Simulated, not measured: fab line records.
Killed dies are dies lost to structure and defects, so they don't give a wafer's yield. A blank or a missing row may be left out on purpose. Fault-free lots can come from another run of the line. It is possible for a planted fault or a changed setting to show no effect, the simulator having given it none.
fab line records ; flow gf180mcu
record lots=5; wafers=15; lastDay=34
route steps=602 shown M2@372 V2@382 M3@409 PASSIVATION@602
lots with no fault: from the same line, run without faults
startH: the number of hours between the record's first day and the start of the first shown wafer of the lot ; waitH: time in hours since the lot's previous step ; " the same as in the row above ; L1.1+2: a row that stands for several wafers ; - no value present, or no start provided ; * or withheld: withheld ; < > ~ a bound
route shown NAME@n: names a module that has steps shown in the file, with the first one's number in the route ; usual: mean and standard deviation over wafers with no fault ; same: alike in all rows ; chamber/n: place in a boat ; sites: per-site readings ; _std_site: the standard deviation of these ; _edge_site: inner sites' mean taken away from outer sites' mean ; radiusMm: for every site, how far away it sits from the centre of the wafer ; mask NAME#n: copy n ; behind: the last tool/chamber to shape the wafer ; hold: cause of the lot's hold/its duration in hours/its outcome ; device: whichever transistor did not switch (one of n, p or np) ; end of line: the tests these same wafers got at the end of their route ; step lacking rows: just its recipe ; killed: not the wafer's yield, but the dies lost to structure and defects at the first sort ; map: the dies of a wafer, with x for killed, . for not killed, _ for no die there
set.NAME: setting as actually run; set.NAME@STEP: the setting as run at that earlier step ; model.NAME: the simulator's own value behind a step, which no gauge read
a table for each step, a row for each wafer; lots at some steps of the route
services: the hour from which a tool's chamber was out of use, counted from the record's first day as startH (under 0 if before that day), plus the number of hours and why
## steps
# step GF_M2_SOFTBAKE_10
# recipe tempC=130; timeS=60; resist=KrF
# step GF_M2_EXPOSE_11
# recipe maskId=Metal2; targetCdNm=280; na=0.68; sourceShape=conventional; sigmaOuter=0.6; doseMj=28
# step GF_M2_PEB_12
# recipe pebTempC=135; pebTimeS=90; resist=KrF
# step GF_M2_DEVELOP_13
# recipe developTimeS=60; devTempC=21
# step GF_M2_CD_MEAS_14
# recipe targetCdNm=280
# usual cdNm=280.1/1.2
lot.wafer;tool;chamber;startH;waitH;cdNm
L101.2;cdSem-01;-;435.23;0.1;279.1
L101.3;cdSem-01;-;435.23;0.1;280.3
L101.5;cdSem-01;-;435.23;0.1;279.3
L109.3;cdSem-02;-;518.10;0.1;280.7
L109.5;cdSem-02;-;518.10;0.1;280.1
L109.6;cdSem-02;-;518.10;0.1;280.2
L110.1;cdSem-01;-;519.71;0.1;282.0
L110.2;cdSem-01;-;519.71;0.1;281.6
L110.4;cdSem-01;-;519.71;0.1;282.1
L111.1;cdSem-01;-;527.96;0.1;279.2
L111.4;cdSem-01;-;527.96;0.1;279.1
L111.6;cdSem-01;-;527.96;0.1;279.0
L124.1;cdSem-01;-;625.96;0.1;281.4
L124.2;cdSem-01;-;625.96;0.1;279.4
L124.5;cdSem-01;-;625.96;0.1;279.8
# step GF_M2_OVL_MEAS_15
# usual M2_OVL=2/5.2
lot.wafer;tool;chamber;startH;waitH;M2_OVL[nm]
L101.2;overlay-02;-;435.34;0.1;-2
L101.3;overlay-02;-;435.34;0.1;2
L101.5;overlay-02;-;435.34;0.1;-4
L109.3;overlay-02;-;518.19;0.1;1
L109.5;overlay-02;-;518.19;0.1;-2
L109.6;overlay-02;-;518.19;0.1;9
L110.1;overlay-02;-;519.83;0.1;10
L110.2;overlay-02;-;519.83;0.1;4
L110.4;overlay-02;-;519.83;0.1;-2
L111.1;overlay-02;-;528.08;0.1;-5
L111.4;overlay-02;-;528.08;0.1;-1
L111.6;overlay-02;-;528.08;0.1;-5
L124.1;overlay-02;-;626.08;0.1;-3
L124.2;overlay-02;-;626.08;0.1;-2
L124.5;overlay-02;-;626.08;0.1;-2
# step GF_M2_METAL_ETCH_16
# recipe chemistry=Cl2/BCl3; maskMaterial=KrF; targetDepthNm=750.8; stopOn=SiO2; pressureMtorr=8; icpW=800; biasW=140; Cl2_flow_sccm=80; bcl3FlowSccm=40; timeS=125.1
# usual drypumpMotorCurrentA=5.6/0.38; heBacksideLeakSccm=3.25/0.22; oesProductAu=0.990/0.005; throttleValvePct=28.230/0.0099
lot.wafer;tool;chamber;startH;waitH;drypumpMotorCurrentA;heBacksideLeakSccm;oesProductAu;rfHoursCounterH;throttleValvePct
L101.2;rieMetal-01;1;435.37;0.0;4.9;3.40;0.995;13;28.217
L101.3;rieMetal-01;0;435.37;0.0;5.6;3.09;0.996;-;28.238
L101.5;rieMetal-01;1;435.37;0.0;4.8;3.37;0.995;-;28.228
L109.3;rieMetal-02;1;518.26;0.1;5.8;3.10;0.992;-;28.238
L109.5;rieMetal-02;0;518.26;0.1;5.6;3.41;0.994;-;28.238
L109.6;rieMetal-02;1;518.26;0.1;5.9;3.03;0.983;-;28.236
L110.1;rieMetal-01;0;519.87;0.0;5.6;2.88;0.995;11;28.228
L110.2;rieMetal-01;0;519.87;0.0;5.6;3.11;0.995;-;28.220
L110.4;rieMetal-01;0;519.87;0.0;5.6;3.01;0.991;-;28.242
L111.1;rieMetal-01;1;528.12;0.0;4.9;3.44;0.990;0;28.220
L111.4;rieMetal-01;1;528.12;0.0;4.9;3.25;0.992;-;28.223
L111.6;rieMetal-01;0;528.12;0.0;5.6;3.08;0.987;-;28.244
L124.1;rieMetal-02;1;626.11;0.0;5.9;3.11;0.991;3;28.224
L124.2;rieMetal-02;0;626.11;0.0;5.6;3.44;0.988;11;28.238
L124.5;rieMetal-02;1;626.11;0.0;5.9;2.96;0.993;-;28.227
# step GF_M2_STRIP_17
# recipe chemistry=O2/N2; powerW=1400; pressureMtorr=1500; platenTempC=250; o2FlowSccm=3000; n2FlowSccm=300; overashFraction=0.5
# usual drypumpMotorCurrentA=5.8/0.33; heaterPowerW=335/16; oesProductAu=0.537/0.0047; stripTimeToEndpointS=7.38/0.037
lot.wafer;tool;chamber;startH;waitH;drypumpMotorCurrentA;heaterPowerW;oesProductAu;rfHoursCounterH;stripTimeToEndpointS
L101.2;plasmaAsher-02;0;435.50;0.1;6.3;324;0.543;32;7.44
L101.3;plasmaAsher-02;1;435.50;0.1;5.7;356;0.534;-;7.42
L101.5;plasmaAsher-02;0;435.50;0.1;6.3;313;0.534;-;7.43
L109.3;plasmaAsher-03;1;518.37;0.1;5.4;341;0.541;-;7.44
L109.5;plasmaAsher-03;0;518.37;0.1;5.7;335;0.528;-;7.38
L109.6;plasmaAsher-03;1;518.37;0.1;5.4;335;0.542;-;7.41
L110.1;plasmaAsher-02;1;520.12;0.2;5.7;354;0.533;40;7.39
L110.2;plasmaAsher-02;0;520.12;0.2;6.4;312;0.535;40;7.36
L110.4;plasmaAsher-02;1;520.12;0.2;5.7;340;0.538;-;7.33
L111.1;plasmaAsher-03;1;528.25;0.1;5.3;335;0.535;70;7.30
L111.4;plasmaAsher-03;0;528.25;0.1;5.8;333;0.533;-;7.31
L111.6;plasmaAsher-03;0;528.25;0.1;5.8;330;0.533;-;7.32
L124.1;plasmaAsher-02;0;626.24;0.1;6.4;318;0.533;51;7.44
L124.2;plasmaAsher-02;1;626.24;0.1;5.7;357;0.536;51;7.40
L124.5;plasmaAsher-02;1;626.24;0.1;5.7;353;0.531;-;7.39
# step GF_M2_STRIP_18
# recipe chemistry=postEtchResidueRemover; timeS=1200; tempC=72.5
# step GF_M2_CLEAN_19
# recipe chemistry=DIW; dry=n2Spin
# step GF_V2_CVD_00
# recipe material=SiO2; targetThkNm=600; sigmaOpenFrac=0.3; tempC=400; timeS=100; sih4FlowSccm=60; pressureMtorr=6
# step GF_V2_THK_MEAS_01
# recipe reads=SiO2_of_V2_CVD_00
# usual V2_CVD_00_THK=601/5.6
lot.wafer;tool;chamber;startH;waitH;V2_CVD_00_THK[nm]
L101.2;filmMetro-01;-;436.11;0.0;598
L101.3;filmMetro-01;-;436.11;0.0;598
L101.5;filmMetro-01;-;436.11;0.0;608
L109.3;filmMetro-04;-;519.03;0.1;587
L109.5;filmMetro-04;-;519.03;0.1;591
L109.6;filmMetro-04;-;519.03;0.1;594
L110.1;filmMetro-01;-;520.74;0.0;591
L110.2;filmMetro-01;-;520.74;0.0;605
L110.4;filmMetro-01;-;520.74;0.0;590
L111.1;filmMetro-01;-;528.89;0.0;600
L111.4;filmMetro-01;-;528.89;0.0;602
L111.6;filmMetro-01;-;528.89;0.0;599
L124.1;filmMetro-04;-;626.85;0.0;598
L124.2;filmMetro-04;-;626.85;0.0;599
L124.5;filmMetro-04;-;626.85;0.0;602
# step GF_V2_CVD_02
# recipe material=SiO2; targetThkNm=850; precursor=TEOS; tempC=400; timeS=94.851; rfW=600
# usual heaterPowerW=703/94
lot.wafer;tool;chamber;startH;waitH;heaterPowerW;model.SiO2_of_V2_CVD_02.thkNm
L101.2;pecvd-04;0;436.16;0.0;602;839.6
L101.3;pecvd-04;1;436.16;0.0;655;838.6
L101.5;pecvd-04;0;436.16;0.0;634;844.3
L109.3;pecvd-02;0;519.07;0.0;709;847
L109.5;pecvd-02;0;519.07;0.0;756;864.1
L109.6;pecvd-02;2;519.07;0.0;659;853.9
L110.1;pecvd-02;1;520.80;0.1;584;847.6
L110.2;pecvd-02;2;520.80;0.1;690;846.7
L110.4;pecvd-02;2;520.80;0.1;746;851.5
L111.1;pecvd-04;1;528.95;0.1;792;845.7
L111.4;pecvd-04;2;528.95;0.1;867;844.9
L111.6;pecvd-04;1;528.95;0.1;713;847.8
L124.1;pecvd-02;1;626.91;0.1;573;851.8
L124.2;pecvd-02;0;626.91;0.1;754;409.1
L124.5;pecvd-02;1;626.91;0.1;591;862.6
# step GF_V2_THK_MEAS_03
# recipe reads=SiO2_of_V2_CVD_02
# usual V2_CVD_02_THK=850/9.8
lot.wafer;tool;chamber;startH;waitH;V2_CVD_02_THK[nm]
L101.2;filmMetro-04;-;436.24;0.0;839
L101.3;filmMetro-04;-;436.24;0.0;838
L101.5;filmMetro-04;-;436.24;0.0;844
L109.3;filmMetro-02;-;519.16;0.1;847
L109.5;filmMetro-02;-;519.16;0.1;865
L109.6;filmMetro-02;-;519.16;0.1;855
L110.1;filmMetro-04;-;520.87;0.0;848
L110.2;filmMetro-04;-;520.87;0.0;846
L110.4;filmMetro-04;-;520.87;0.0;852
L111.1;filmMetro-02;-;529.05;0.1;845
L111.4;filmMetro-02;-;529.05;0.1;845
L111.6;filmMetro-02;-;529.05;0.1;848
L124.1;filmMetro-04;-;626.98;0.0;852
L124.2;filmMetro-04;-;626.98;0.0;409
L124.5;filmMetro-04;-;626.98;0.0;863
# step GF_V2_CMP_04
# recipe material=SiO2; downForcePsi=4; platenRpm=60; padVelocityMS=0.94248
# usual motorCurrentA=12.2/0.79; timeToEndpointS=79/4.4
lot.wafer;tool;chamber;startH;waitH;motorCurrentA;timeToEndpointS
L101.3;cmp-01;2;436.34;0.1;13.2;77
L101.2;cmp-01;0;436.34;0.1;12.7;80
L101.5;cmp-01;2;436.34;0.1;13.1;78
L109.3;cmp-02;2;519.35;0.2;10.2;79
L109.6;cmp-02;3;519.35;0.2;12.8;87
L109.5;cmp-02;0;519.35;0.2;11.4;86
L110.4;cmp-01;3;521.05;0.1;13.2;81
L110.2;cmp-01;1;521.05;0.1;11.8;74
L110.1;cmp-01;2;521.05;0.1;13.2;73
L111.4;cmp-02;2;529.11;0.0;9.7;75
L111.1;cmp-02;1;529.11;0.0;12.8;79
L111.6;cmp-02;2;529.11;0.0;10.9;77
L124.1;cmp-01;3;627.04;0.1;11.9;80
L124.2;cmp-01;1;627.04;0.1;11.4;25
L124.5;cmp-01;3;627.04;0.1;12.6;84
# step GF_V2_BOW_MEAS_05
# recipe mode=bow
# usual V2_BOW=100/8.6
lot.wafer;tool;chamber;startH;waitH;V2_BOW[um]
L101.2;filmMetro-01;-;436.61;0.1;92
L101.3;filmMetro-01;-;436.61;0.1;95
L101.5;filmMetro-01;-;436.61;0.1;108
L109.3;filmMetro-02;-;519.54;0.1;102
L109.5;filmMetro-02;-;519.54;0.1;97
L109.6;filmMetro-02;-;519.54;0.1;94
L110.1;filmMetro-02;-;521.35;0.1;104
L110.2;filmMetro-02;-;521.35;0.1;97
L110.4;filmMetro-02;-;521.35;0.1;97
L111.1;filmMetro-02;-;529.41;0.1;90
L111.4;filmMetro-02;-;529.41;0.1;92
L111.6;filmMetro-02;-;529.41;0.1;81
L124.1;filmMetro-02;-;627.34;0.2;84
L124.2;filmMetro-02;-;627.34;0.2;90
L124.5;filmMetro-02;-;627.34;0.2;93
# step GF_V2_DEHYDRATE_06
# recipe tempC=200; timeS=60
# step GF_V2_HMDS_07
# recipe primeTimeS=60; primeTempC=120
# step GF_V2_COAT_08
# recipe resist=BARC; tempC=withheld; timeS=withheld; spinRpm=withheld; resistThkNm=withheld
# step GF_V2_COAT_09
# recipe resist=KrF; spinRpm=withheld; resistThkNm=1000
# step GF_V2_SOFTBAKE_10
# recipe tempC=130; timeS=60; resist=KrF
# step GF_V2_EXPOSE_11
# recipe maskId=Via2; targetCdNm=260; na=0.68; sourceShape=conventional; sigmaOuter=0.6; doseMj=38
# step GF_V2_PEB_12
# recipe pebTempC=135; pebTimeS=90; resist=KrF
# step GF_V2_DEVELOP_13
# recipe developTimeS=60; resist=KrF; devTempC=21
# step GF_V2_CD_MEAS_14
# recipe targetCdNm=260
# usual cdNm=259.7/1.2
lot.wafer;tool;chamber;startH;waitH;cdNm
L101.2;cdSem-02;-;461.13;0.1;258.6
L101.3;cdSem-02;-;461.13;0.1;259.3
L101.5;cdSem-02;-;461.13;0.1;259.5
L109.3;cdSem-01;-;543.25;0.1;260.0
L109.5;cdSem-01;-;543.25;0.1;259.6
L109.6;cdSem-01;-;543.25;0.1;257.1
L110.1;cdSem-02;-;543.91;0.1;259.3
L110.2;cdSem-02;-;543.91;0.1;258.7
L110.4;cdSem-02;-;543.91;0.1;259.3
L111.1;cdSem-01;-;552.46;0.1;260.7
L111.4;cdSem-01;-;552.46;0.1;260.3
L111.6;cdSem-01;-;552.46;0.1;261.2
L124.1;cdSem-02;-;647.20;0.1;260.7
L124.2;cdSem-02;-;647.20;0.1;260.0
L124.5;cdSem-02;-;647.20;0.1;261.4
# step GF_V2_OVL_MEAS_15
# usual V2_OVL=-1/4.6
lot.wafer;tool;chamber;startH;waitH;V2_OVL[nm]
L101.2;overlay-01;-;461.23;0.1;2
L101.3;overlay-01;-;461.23;0.1;-3
L101.5;overlay-01;-;461.23;0.1;-5
L109.3;overlay-01;-;543.34;0.1;-4
L109.5;overlay-01;-;543.34;0.1;0
L109.6;overlay-01;-;543.34;0.1;-2
L110.1;overlay-02;-;544.03;0.1;1
L110.2;overlay-02;-;544.03;0.1;-10
L110.4;overlay-02;-;544.03;0.1;1
L111.1;overlay-02;-;552.58;0.1;7
L111.4;overlay-02;-;552.58;0.1;11
L111.6;overlay-02;-;552.58;0.1;17
L124.1;overlay-01;-;647.32;0.1;-2
L124.2;overlay-01;-;647.32;0.1;-4
L124.5;overlay-01;-;647.32;0.1;-7
# step GF_V2_ETCH_16
# recipe chemistry=N2/H2; targetDepthA=withheld; overetchA=withheld; timeS=withheld; target=BARC; ionEnergyEv=200; sourceW=500; biasW=100; pressureMtorr=30; n2FlowSccm=100; h2FlowSccm=200
# step GF_V2_ETCH_17
# recipe chemistry=C4F8/O2/Ar; maskMaterial=KrF; target=SiO2; stopOn=TiN; sourceW=1500; biasW=1200; pressureMtorr=40; c4f8FlowSccm=withheld; O2_flow_sccm=6; Ar_flow_sccm=300; timeS=withheld; targetDepthA=6300
# usual oesProductAu=0.856/0.0047
lot.wafer;tool;chamber;startH;waitH;oesProductAu;model.etch.depthNm;model.V2.featureDepthNm
L101.2;rieDiel-04;2;-;-;0.851;631.9;631.9
L101.3;rieDiel-04;0;-;-;0.855;631.8;631.8
L101.5;rieDiel-04;2;-;-;0.851;632.1;632.1
L109.3;rieDiel-04;3;-;-;0.855;632.3;632.3
L109.5;rieDiel-04;1;-;-;0.859;633.7;633.7
L109.6;rieDiel-04;0;-;-;0.853;632.9;632.9
L110.1;rieDiel-04;3;-;-;0.857;633.4;633.4
L110.2;rieDiel-04;1;-;-;0.864;633.6;633.6
L110.4;rieDiel-04;0;-;-;0.853;633.7;633.7
L111.1;rieDiel-04;3;-;-;0.852;632;632
L111.4;rieDiel-04;2;-;-;0.850;631.1;631.1
L111.6;rieDiel-04;2;-;-;0.861;631.3;631.3
L124.1;rieDiel-01;1;-;-;0.856;632.7;632.7
L124.2;rieDiel-01;0;-;-;0.686;409.1;409.1
L124.5;rieDiel-01;3;-;-;0.851;632.5;632.5
# step GF_V2_STRIP_18
# recipe chemistry=O2/N2; powerW=1400; pressureMtorr=1500; platenTempC=250; o2FlowSccm=3000; n2FlowSccm=300; overashFraction=0.5
# usual drypumpMotorCurrentA=5.7/0.3; heaterPowerW=357/29; oesProductAu=0.592/0.0049
lot.wafer;tool;chamber;startH;waitH;drypumpMotorCurrentA;heaterPowerW;oesProductAu;rfHoursCounterH
L101.2;plasmaAsher-01;0;461.39;-;6.0;310;0.584;86
L101.3;plasmaAsher-01;1;461.39;-;5.7;364;0.590;-
L101.5;plasmaAsher-01;0;461.39;-;6.0;319;0.600;-
L109.3;plasmaAsher-01;0;543.52;-;5.9;308;0.603;-
L109.5;plasmaAsher-01;0;543.52;-;6.0;308;0.596;-
L109.6;plasmaAsher-01;1;543.52;-;5.7;360;0.587;-
L110.1;plasmaAsher-04;1;544.19;-;5.2;363;0.596;12
L110.2;plasmaAsher-04;0;544.19;-;6.0;393;0.596;12
L110.4;plasmaAsher-04;0;544.19;-;6.0;395;0.589;-
L111.1;plasmaAsher-03;0;552.74;-;5.8;331;0.589;72
L111.4;plasmaAsher-03;1;552.74;-;5.4;339;0.590;-
L111.6;plasmaAsher-03;1;552.74;-;5.3;351;0.591;-
L124.1;plasmaAsher-03;0;647.49;-;5.8;327;0.601;82
L124.2;plasmaAsher-03;1;647.49;-;5.3;342;0.588;82
L124.5;plasmaAsher-03;0;647.49;-;5.8;334;0.587;-
# step GF_V2_STRIP_19
# recipe chemistry=postEtchResidueRemover; timeS=1200; tempC=72.5
# step GF_V2_CLEAN_20
# recipe chemistry=DIW; dry=n2Spin
# step GF_V2_SPUTTER_21
# recipe material=Ti; targetThkNm=15; chamberPressurePa=5; powerW=2500; substrateTempC=200; timeS=80.02
# usual throttleValvePct=29.8/1.1
lot.wafer;tool;chamber;startH;waitH;throttleValvePct
L101.2;pvdSputter-03;-;461.93;0.0;30.2
L101.3;pvdSputter-03;-;461.93;0.0;30.5
L101.5;pvdSputter-03;-;461.93;0.0;31.6
L109.3;pvdSputter-02;-;544.02;0.0;28.8
L109.5;pvdSputter-02;-;544.02;0.0;29.0
L109.6;pvdSputter-02;-;544.02;0.0;30.9
L110.1;pvdSputter-03;-;544.72;0.0;30.4
L110.2;pvdSputter-03;-;544.72;0.0;31.6
L110.4;pvdSputter-03;-;544.72;0.0;27.3
L111.1;pvdSputter-02;-;553.28;0.0;30.0
L111.4;pvdSputter-02;-;553.28;0.0;30.8
L111.6;pvdSputter-02;-;553.28;0.0;30.6
L124.1;pvdSputter-03;-;648.36;0.0;27.7
L124.2;pvdSputter-03;-;648.36;0.0;30.4
L124.5;pvdSputter-03;-;648.36;0.0;30.5
# step GF_V2_SPUTTER_22
# recipe material=TiN; targetThkNm=10; chamberPressurePa=5; powerW=4000; timeS=40
# step GF_V2_CVD_23
# recipe material=W; targetThkNm=350; timeS=104.94; tempC=400; pressureTorr=40
# step GF_V2_RS_MEAS_24
# recipe thkMeasGauge=four-point-probe; reads=W_of_V2_CVD_23+TiN_of_V2_SPUTTER_22+Ti_of_V2_SPUTTER_21
# usual V2_W_RS=0.323/0.0077
lot.wafer;tool;chamber;startH;waitH;V2_W_RS[ohm/sq]
L101.2;filmMetro-04;-;462.16;0.1;0.315
L101.3;filmMetro-04;-;462.16;0.1;0.330
L101.5;filmMetro-04;-;462.16;0.1;0.331
L109.3;filmMetro-01;-;544.28;0.1;0.316
L109.5;filmMetro-01;-;544.28;0.1;0.314
L109.6;filmMetro-01;-;544.28;0.1;0.330
L110.1;filmMetro-01;-;545.00;0.1;0.312
L110.2;filmMetro-01;-;545.00;0.1;0.324
L110.4;filmMetro-01;-;545.00;0.1;0.311
L111.1;filmMetro-02;-;553.49;0.1;0.328
L111.4;filmMetro-02;-;553.49;0.1;0.332
L111.6;filmMetro-02;-;553.49;0.1;0.330
L124.1;filmMetro-02;-;648.58;0.1;0.316
L124.2;filmMetro-02;-;648.58;0.1;0.325
L124.5;filmMetro-02;-;648.58;0.1;0.323
# step GF_V2_THK_MEAS_25
# recipe thkMeasGauge=xrf; reads=W_of_V2_CVD_23
# usual V2_W_THK=361/10
lot.wafer;tool;chamber;startH;waitH;V2_W_THK[nm]
L101.2;filmMetro-04;-;462.27;0.1;375
L101.3;filmMetro-04;-;462.27;0.1;357
L101.5;filmMetro-04;-;462.27;0.1;354
L109.3;filmMetro-01;-;544.38;0.1;368
L109.5;filmMetro-01;-;544.38;0.1;370
L109.6;filmMetro-01;-;544.38;0.1;352
L110.1;filmMetro-01;-;545.12;0.1;370
L110.2;filmMetro-01;-;545.12;0.1;357
L110.4;filmMetro-01;-;545.12;0.1;373
L111.1;filmMetro-02;-;553.61;0.1;357
L111.4;filmMetro-02;-;553.61;0.1;351
L111.6;filmMetro-02;-;553.61;0.1;351
L124.1;filmMetro-02;-;648.70;0.1;374
L124.2;filmMetro-02;-;648.70;0.1;363
L124.5;filmMetro-02;-;648.70;0.1;364
# step GF_V2_CMP_26
# recipe stopOn=SiO2; downForcePsi=3.5; platenRpm=60; tOverpolishS=15; targetThkNm=0; padVelocityMS=0.94248
# usual motorCurrentA=11.0/0.84; overpolishRunS=15.000/0.0085; timeToEndpointS=84/3.2
lot.wafer;tool;chamber;startH;waitH;motorCurrentA;overpolishRunS;timeToEndpointS;model.SiO2_of_V2_CVD_02.thkNm
L101.3;cmp-01;2;462.42;0.1;12.3;15.003;85;628
L101.2;cmp-01;3;462.42;0.1;11.6;15.007;92;628.1
L101.5;cmp-01;1;462.42;0.1;10.4;14.996;85;628.3
L109.3;cmp-02;2;544.52;0.1;9.1;15.012;82;628.5
L109.6;cmp-02;0;544.52;0.1;11.0;15.015;81;629.1
L109.5;cmp-02;1;544.52;0.1;10.9;15.000;86;629.9
L110.4;cmp-02;1;545.23;0.1;11.1;15.003;83;629.9
L110.1;cmp-02;3;545.23;0.1;11.8;14.993;86;629.6
L110.2;cmp-02;0;545.23;0.1;10.9;15.007;81;629.8
L111.4;cmp-02;2;553.72;0.1;9.8;14.998;77;627.4
L111.1;cmp-02;3;553.72;0.1;11.8;15.000;86;628.2
L111.6;cmp-02;1;553.72;0.1;11.1;15.010;80;627.5
L124.1;cmp-02;1;648.81;0.1;11.3;14.999;90;628.9
L124.2;cmp-02;3;648.81;0.1;12.4;14.994;87;405.3
L124.5;cmp-02;0;648.81;0.1;11.3;15.004;86;628.7
# step GF_M3_SPUTTER_00
# recipe material=Ti; targetThkNm=37.5; arrivingIonEnergyEv=80; substrateTempC=200; chamberPressurePa=2; powerW=4000; timeS=150
# usual throttleValvePct=29.8/1.2
lot.wafer;tool;chamber;startH;waitH;throttleValvePct
L101.2;pvdSputter-02;-;462.62;0.1;28.8
L101.3;pvdSputter-02;-;462.62;0.1;30.0
L101.5;pvdSputter-02;-;462.62;0.1;30.8
L109.3;pvdSputter-02;-;544.72;0.1;29.3
L109.5;pvdSputter-02;-;544.72;0.1;29.4
L109.6;pvdSputter-02;-;544.72;0.1;30.0
L110.1;pvdSputter-02;-;545.53;0.1;30.2
L110.2;pvdSputter-02;-;545.53;0.1;29.1
L110.4;pvdSputter-02;-;545.53;0.1;30.6
L111.1;pvdSputter-03;-;553.97;0.1;30.2
L111.4;pvdSputter-03;-;553.97;0.1;31.7
L111.6;pvdSputter-03;-;553.97;0.1;31.4
L124.1;pvdSputter-02;-;649.08;0.2;30.2
L124.2;pvdSputter-02;-;649.08;0.2;29.3
L124.5;pvdSputter-02;-;649.08;0.2;29.3
# step GF_PASSIVATION_PROBE_99
lot.wafer;tool;chamber;startH;waitH;model.etest.met3Comb.leakLog10AUm;model.etest.via2Chain.rcOhm
L101.2;prober-02;-;671.05;0.1;-11.99;6.453
L101.3;prober-02;-;671.10;0.2;-12.04;6.548
L101.5;prober-02;-;671.20;0.2;-12;6.282
L109.3;prober-02;-;735.85;0.2;-12.07;6.356
L109.5;prober-02;-;735.95;0.2;-12.04;6.62
L109.6;prober-02;-;736.00;0.2;-11.96;6.327
L110.1;prober-01;-;738.95;0.1;-12.07;6.498
L110.2;prober-01;-;739.00;0.1;-11.82;6.412
L110.4;prober-01;-;739.10;0.2;-12.03;6.688
L111.1;prober-02;-;743.90;0.1;-12.08;6.463
L111.4;prober-02;-;744.05;0.2;-12;6.155
L111.6;prober-02;-;744.15;0.2;-12.1;6.227
L124.1;prober-01;-;815.89;0.1;-12.18;6.115
L124.2;prober-01;-;815.94;0.1;-7.083;6.052
L124.5;prober-01;-;816.09;0.2;-12;6.42
# killed by level:class
L101.2 V1:geometricParticle:open=4 V2:geometricParticle:open=4 M1:geometricParticle:short=3 V2:geometricParticle:short=3 V3:geometricParticle:open=3 STI:geometricParticle:short=2 V4:geometricParticle:short=2 V3:geometricParticle:short=2
L101.3 V1:geometricParticle:open=7 V5:geometricParticle:open=6 V4:geometricParticle:open=4 V2:geometricParticle:open=4 CONTACT:geometricParticle:open=3 V3:geometricParticle:open=3 M4:geometricParticle:short=3 STI:geometricParticle:short=2
L101.5 CONTACT:geometricParticle:open=4 V3:geometricParticle:open=4 M1:geometricParticle:short=3 V1:geometricParticle:open=3 V2:geometricParticle:short=3 V5:geometricParticle:open=3 STI:geometricParticle:short=2 V1:geometricParticle:short=2
L109.3 CONTACT:geometricParticle:open=7 STI:geometricParticle:short=6 V4:geometricParticle:open=6 V1:geometricParticle:open=5 V2:geometricParticle:open=4 V3:geometricParticle:open=4 CONTACT:geometricParticle:short=3 M1:geometricParticle:short=3
L109.5 V2:geometricParticle:open=6 V1:geometricParticle:open=4 CONTACT:geometricParticle:short=3 CONTACT:geometricParticle:open=2 V5:geometricParticle:short=2 V2:geometricParticle:short=2 M3:geometricParticle:open=2 V3:geometricParticle:open=2
L109.6 V2:geometricParticle:open=7 V1:geometricParticle:open=6 V4:geometricParticle:open=6 V5:geometricParticle:open=6 STI:geometricParticle:short=4 CONTACT:geometricParticle:open=4 V4:geometricParticle:short=4 CONTACT:geometricParticle:short=3
L110.1 CONTACT:geometricParticle:open=5 V3:geometricParticle:open=5 V1:geometricParticle:open=4 CONTACT:geometricParticle:short=3 V2:geometricParticle:open=3 V5:geometricParticle:open=3 M1:geometricParticle:short=2 V2:geometricParticle:short=2
L110.2 V4:geometricParticle:open=4 V5:geometricParticle:short=4 CONTACT:geometricParticle:open=3 V1:geometricParticle:open=3 V3:geometricParticle:open=3 POLY_GATE:geometricParticle:open=2 SALICIDE:geometricParticle:open=2 M1:geometricParticle:short=2
L110.4 V1:geometricParticle:open=8 CONTACT:geometricParticle:open=5 V2:geometricParticle:open=5 TOP_METAL:geometricParticle:short=4 POLY_GATE:geometricParticle:short=3 V3:geometricParticle:open=3 POLY_GATE:geometricParticle:open=2 M5:geometricParticle:short=2
L111.1 V4:geometricParticle:open=6 V1:geometricParticle:open=5 POLY_GATE:geometricParticle:short=3 M1:geometricParticle:short=3 V2:geometricParticle:short=3 V2:geometricParticle:open=3 V4:geometricParticle:short=3 POLY_GATE:geometricParticle:open=2
L111.4 V3:geometricParticle:open=5 V5:geometricParticle:open=5 V2:geometricParticle:open=4 V1:geometricParticle:short=4 V1:geometricParticle:open=4 M3:geometricParticle:short=4 M5:geometricParticle:short=3 STI:geometricParticle:short=2
L111.6 V2:geometricParticle:open=6 V4:geometricParticle:open=4 M5:geometricParticle:short=3 STI:geometricParticle:open=2 V2:geometricParticle:short=2 V3:geometricParticle:open=2 V5:geometricParticle:open=2 V5:geometricParticle:short=2
## services
tool;chamber;startH;hours;kind
cmp-02;-;414.46;1.9;repair
pecvd-02;-;414.65;0.3;repair
plasmaAsher-04;-;421.25;9.0;pm
cmp-01;-;422.42;1.6;repair
plasmaAsher-02;-;463.96;2.3;repair
pecvd-02;-;510.44;2.8;pm
pvdSputter-02;-;511.06;2.5;repair
cmp-01;-;516.02;5.0;repair
pecvd-04;0;520.70;12.5;repair
plasmaAsher-02;-;521.08;2.7;repair
cmp-01;-;529.64;1.5;repair
rieMetal-02;-;532.96;2.8;pm
cmp-02;-;535.81;1.7;repair
rieDiel-04;2;564.30;6.7;repair
cmp-02;-;578.38;4.0;pm
pecvd-04;0;579.45;5.1;repair
cmp-02;-;584.25;4.8;repair
pecvd-04;-;591.12;14.0;pm
pecvd-02;-;592.88;5.5;pm
cmp-02;-;602.78;2.7;repair
pecvd-02;-;606.58;3.0;repair
pvdSputter-03;-;617.47;6.1;repair
cmp-02;-;628.60;13.1;repair
rieMetal-02;0;641.52;4.9;repair
## key
firstSign step=GF_V2_THK_MEAS_03; reading=V2_CVD_02_THK; direction=down; sigmas=45; usual=850; struck=409
effect step=GF_V2_CMP_04; reading=timeToEndpointS; direction=down; sigmas=12; usual=*; struck=*
effect step=GF_V2_ETCH_17; reading=oesProductAu; direction=down; sigmas=36; usual=0.856; struck=0.686
modelEffect step=GF_V2_CVD_02; value=SiO2_of_V2_CVD_02.thkNm; without=855.3; struck=409.1
modelEffect step=GF_V2_ETCH_17; value=etch.depthNm; without=632; struck=409.1
modelEffect step=GF_V2_CMP_26; value=SiO2_of_V2_CVD_02.thkNm; without=628.2; struck=405.3
modelEffect step=GF_PASSIVATION_PROBE_99; value=etest.met3Comb.leakLog10AUm; without=-11.93; struck=-7.083
metAt GF_V2_CVD_02
struckWafers L124.2
sortLeftOut L124.2
onsetBetween 520.80 626.91
fault kind=processParameterDrift; tool=pecvd-02; chamber=-; onsetH=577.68; steps=GF_V2_CVD_02; channel=targetThkNm; offset=-449.65; shape=step; endH=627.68; scope=struckWafersOnly; actsIn=theseRecipesOnly; stated=850
# sortLeftOut: the simulated sort isn't trusted on such a fault, so these wafers' sort isn't shown, and their yield isn't known
